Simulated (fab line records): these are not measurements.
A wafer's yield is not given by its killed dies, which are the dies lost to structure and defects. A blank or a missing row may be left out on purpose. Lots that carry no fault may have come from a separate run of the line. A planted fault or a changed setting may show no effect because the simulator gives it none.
Chamber matching | flow gf180mcu | rieDiel-03 running GF_V1_ETCH_17: 4 sister chambers
The step etches SiO2 in C4F8/O2/Ar, stops on TiN, target depth 630 nm. 8 wafers are shown with their chamber, then 9 later ones without.

## WAFERS, EACH WITH ITS CHAMBER
wafer  | chamber | oesProductAu (a.u.)
L165.2 | 3       | 0.858
L166.1 | 3       | 0.863
L167.3 | 2       | 0.860
L167.5 | 0       | 0.850
L167.6 | 1       | 0.861
L169.1 | 0       | 0.850
L169.3 | 1       | 0.849
L169.4 | 2       | 0.862

## WAFERS WHOSE CHAMBER IS MISSING
wafer  | oesProductAu (a.u.)
L176.2 | 0.856
L176.5 | 0.849
L176.6 | 0.853
L179.3 | 0.860
L179.5 | 0.853
L179.6 | 0.857
L180.1 | 0.858
L180.2 | 0.858
L180.6 | 0.862

## WHICH CHAMBER EACH WENT THROUGH
wafer  | from the rows above               | in truth
L176.2 | can't be placed: 1 or 3 or 2 or 0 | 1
L176.5 | can't be placed: 0 or 1           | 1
L176.6 | can't be placed: 1 or 0 or 3 or 2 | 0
L179.3 | can't be placed: 3 or 2 or 1      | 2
L179.5 | can't be placed: 1 or 0 or 3 or 2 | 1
L179.6 | can't be placed: 1 or 3 or 2 or 0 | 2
L180.1 | can't be placed: 3 or 1 or 2 or 0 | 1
L180.2 | can't be placed: 3 or 1 or 2 or 0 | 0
L180.6 | can't be placed: 2 or 3 or 1      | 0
Correct placement for 0 of the 9. Can't be placed from these rows: 9 (the true chamber is among the candidates in 8). 0 placed wrongly.
How it was worked out, from the rows above alone: a wafer's distance from a chamber is the root of the sum, over the readings, of the square of ((its reading less the chamber's mean) divided by the reading's scatter). The wafer belongs to the nearest chamber; if the next one is less than 2 further off, it can't be placed. The mean given for a chamber averages the wafers shown for that chamber. The scatter is the square root of a quotient: the sum, over the shown wafers, of each reading's squared deviation from its chamber's mean, divided by wafers minus chambers.
